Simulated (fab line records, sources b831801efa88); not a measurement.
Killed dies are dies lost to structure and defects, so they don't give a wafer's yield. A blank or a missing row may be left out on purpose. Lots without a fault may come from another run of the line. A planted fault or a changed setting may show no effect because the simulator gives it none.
Chamber matching | flow sky130 | SKY_CONTACT_ETCH_17 on rie_diel-01: 4 sister chambers
The step etches SiO2 in C4F8/O2/Ar, stops on Si3N4, target depth 340 nm. 22 wafers are shown with their chamber, then 11 later ones without.

WAFERS WITH THEIR CHAMBER
wafer  | chamber | oes_product_au (a.u.)
L077.2 | 2       | 0.894
L077.4 | 1       | 0.885
L077.5 | 1       | 0.899
L078.1 | 3       | 0.890
L078.3 | 0       | 0.898
L078.5 | 3       | 0.892
L079.2 | 0       | 0.884
L079.3 | 1       | 0.891
L079.4 | 3       | 0.888
L082.1 | 0       | 0.894
L082.5 | 2       | 0.886
L082.6 | 3       | 0.894
L084.2 | 0       | 0.886
L084.4 | 3       | 0.893
L084.5 | 2       | 0.885
L090.1 | 3       | 0.892
L090.2 | 0       | 0.899
L090.3 | 1       | 0.901
L091.2 | 0       | 0.888
L091.4 | 2       | 0.891
L091.5 | 2       | 0.889
L093.1 | 0       | 0.879

SIGNATURES (means of the wafers above)
reading        | chamber 0 | chamber 1 | chamber 2 | chamber 3 | scatter within a chamber
oes_product_au | 0.88971   | 0.89400   | 0.88900   | 0.89150   | 0.00567
Rule: a wafer's distance from a chamber is the root of the sum, over the readings, of the square of ((its reading less the chamber's mean) divided by the reading's scatter). The wafer belongs to the nearest chamber; if the next one is less than 2 further off, it can't be placed. The scatter: the root of (the sum of the squares of (reading less its chamber's mean) over the shown wafers, divided by (wafers less chambers)).

WAFERS WITHOUT THEIR CHAMBER
wafer  | oes_product_au (a.u.)
L093.2 | 0.890
L093.5 | 0.900
L094.1 | 0.888
L094.2 | 0.887
L094.3 | 0.888
L094.4 | 0.897
L094.5 | 0.883
L094.6 | 0.894
L097.2 | 0.893
L097.3 | 0.893
L097.5 | 0.883

WHICH CHAMBER EACH WENT THROUGH
wafer  | from the rows above               | in truth
L093.2 | can't be placed: 0 or 2 or 3 or 1 | 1
L093.5 | can't be placed: 1 or 3 or 0 or 2 | 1
L094.1 | can't be placed: 2 or 0 or 3 or 1 | 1
L094.2 | can't be placed: 2 or 0 or 3 or 1 | 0
L094.3 | can't be placed: 2 or 0 or 3 or 1 | 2
L094.4 | can't be placed: 1 or 3 or 0 or 2 | 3
L094.5 | can't be placed: 2 or 0 or 3 or 1 | 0
L094.6 | can't be placed: 1 or 3 or 0 or 2 | 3
L097.2 | can't be placed: 1 or 3 or 0 or 2 | 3
L097.3 | can't be placed: 1 or 3 or 0 or 2 | 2
L097.5 | can't be placed: 2 or 0 or 3 or 1 | 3
Placed correctly: 0 of 11. Can't be placed from these rows: 11 (the true chamber is among the candidates in 11). Placed wrongly: 0.
